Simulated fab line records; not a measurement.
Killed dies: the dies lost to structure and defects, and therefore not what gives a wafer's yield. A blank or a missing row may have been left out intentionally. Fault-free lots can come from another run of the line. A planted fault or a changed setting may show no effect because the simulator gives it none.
Chamber matching :: flow gf180mcu :: 3 sister chambers for GF_V5_CVD_02 on pecvd-01
The step deposits SiO2 from TEOS, target thk 1450 nm, time 163.28 s. 3 wafers are shown with their chamber, then 7 later ones without.

== WAFERS WITH THEIR CHAMBER ==
wafer: L081.4
chamber: 0
heaterPowerW (W): 681

wafer: L088.2
chamber: 2
heaterPowerW (W): 720

wafer: L088.5
chamber: 1
heaterPowerW (W): 637

== WAFERS MISSING THEIR CHAMBER ==
wafer: L088.6
heaterPowerW (W): 704

wafer: L091.3
heaterPowerW (W): 589

wafer: L091.4
heaterPowerW (W): 646

wafer: L091.5
heaterPowerW (W): 527

wafer: L096.1
heaterPowerW (W): 653

wafer: L096.3
heaterPowerW (W): 584

wafer: L096.5
heaterPowerW (W): 642

== WHICH CHAMBER EACH WENT THROUGH ==
wafer: L088.6
from the rows above: can't be placed: 2 or 0 or 1
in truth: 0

wafer: L091.3
from the rows above: can't be placed: 1 or 0 or 2
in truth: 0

wafer: L091.4
from the rows above: can't be placed: 1 or 0 or 2
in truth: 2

wafer: L091.5
from the rows above: can't be placed: 1 or 0 or 2
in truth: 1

wafer: L096.1
from the rows above: can't be placed: 1 or 0 or 2
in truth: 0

wafer: L096.3
from the rows above: can't be placed: 1 or 0 or 2
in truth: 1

wafer: L096.5
from the rows above: can't be placed: 1 or 0 or 2
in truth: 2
0 of 7 placed correctly. From these rows, 7 cannot be placed; in 7 the true chamber is one of the candidates. Placed wrongly: 0.
How it was worked out, from the rows above alone: a wafer's distance from a chamber is the root of the sum, over the readings, of the square of ((its reading less the chamber's mean) divided by the reading's scatter). If the next closest chamber is less than 2 further off than the closest, the wafer can't be placed; otherwise it belongs to the closest. A chamber's mean is the mean of its shown wafers. The scatter: with one shown wafer a chamber, the root of the mean of the squares of how far each hidden wafer lies from its nearest shown one.
